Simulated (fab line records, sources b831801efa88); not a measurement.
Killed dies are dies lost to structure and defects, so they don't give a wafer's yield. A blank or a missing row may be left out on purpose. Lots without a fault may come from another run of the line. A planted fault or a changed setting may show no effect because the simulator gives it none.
Problem report in the 8D (eight disciplines) form, filled by code | flow sky130 | the parts of the form that need people (team, actions taken, sign-off) are left out

1. THE PROBLEM
CAPM_CVD_00_THK at SKY_CAPM_THK_MEAS_01 reads a mean of 19.20 nm on 2 wafers of 2 lots; wafers without a fault read 15.63 nm with a standard deviation of 0.22. That is +16 standard deviations from the usual mean.
First seen on wafer L266.3, day 41 09:00, on film_metro-01. The record holds 32 wafers of 11 lots with a number at this step. Rule for "out", or "out of limits": more than 4 standard deviations from the usual mean. The other wafers with a number count as sound.

2. WHAT IT IS AND WHAT IT IS NOT
question                    | is                           | is not
which readings at this step | CAPM_CVD_00_THK              | -
which lots                  | L266, L270                   | L251, L254, L255, L256, L257, L258, L271, L272, L273
which wafers of those lots  | L266.3, L270.1               | L266.4, L270.2, L270.4
read on which gauges        | film_metro-01, film_metro-02 | film_metro-04
when                        | from day 41 09:00            | up to then (19 sound wafers); but 11 sound wafers of L270, L271, L272, L273 came after

3. SUSPECTS, AND WHAT RULES EACH OUT
Counting: a tool at a process step up to the reading stays a suspect if it ran every lot that is out. Sound lots after the first of them don't rule it out here, since some wafers of a struck lot are sound.
- the gauge at SKY_CAPM_THK_MEAS_01: ruled out. The wafers that are out were read on 2 gauges (film_metro-01, film_metro-02).
- cvd_w-01 at SKY_CONTACT_CVD_24 (deposits W, target thk 340 nm, time 102.12 s): kept. It ran every lot that is out, first L266 (day 36 21:24); its last sound lot up to then is L258 (day 34 00:46).
- pvd_sputter-03 at SKY_VIA2_SPUTTER_20 (material TiN, target thk 20 nm, time 80 s): kept. It ran every lot that is out, first L266 (day 41 07:47); its last sound lot up to then is L251 (day 37 01:05).
- pecvd-02 at SKY_CAPM_CVD_00 (deposits SiO2, target thk 15.5 nm): kept. It ran every lot that is out, first L266 (day 41 08:58); its last sound lot up to then is L258 (day 38 16:33).
- Within pecvd-02 at SKY_CAPM_CVD_00: the wafers that are out ran in chamber 2; their sound lot-mates ran in chamber 1.
Left after counting: cvd_w-01 at SKY_CONTACT_CVD_24, pvd_sputter-03 at SKY_VIA2_SPUTTER_20, pecvd-02 at SKY_CAPM_CVD_00.

4. THE CAUSE (what the simulator had put in)
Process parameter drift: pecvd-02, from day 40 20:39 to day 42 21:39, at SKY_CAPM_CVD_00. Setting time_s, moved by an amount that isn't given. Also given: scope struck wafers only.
Counting left 3 suspects, and this tool is among them.

5. THE CHAIN OF EFFECTS, in route order
Each row: a reading whose mean over the struck wafers that have a number lies more than 3 standard deviations from the usual. Only readings for which the record gives a usual standard deviation are gone through. hours: the time from each lot's start at the first step in this table that gives one to its start at this step, as a median over the lots. sigmas: the change in usual standard deviations.
hours | step                 | reading         | usual      | on struck wafers | change | sigmas
0     | SKY_CAPM_THK_MEAS_01 | CAPM_CVD_00_THK | 15.63 nm   | 19.20            | +3.57  | +16
47    | SKY_METAL3_ETCH_17   | oes_product_au  | 0.757 a.u. | 0.854            | +0.097 | +13
The process steps in it:
- SKY_METAL3_ETCH_17: etches SiO2 in C4F8/O2/Ar, stops on TiN, time 3.9 s, target depth 15 nm.

6. WHAT WOULD HAVE CAUGHT IT SOONER
In this record the first reading out of limits at a measuring or inspecting step was taken at day 41 09:00, 12 hours after the fault began at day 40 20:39.
Of the tool readings at SKY_CAPM_CVD_00 for which the record gives a usual standard deviation, none was out on any struck wafer, so an alarm limit of 4 standard deviations on them would not have fired.
Of the lots that are out (2), L270 began SKY_CAPM_CVD_00 on pecvd-02 after day 41 09:00. A hold on the tool at that time would have spared it.
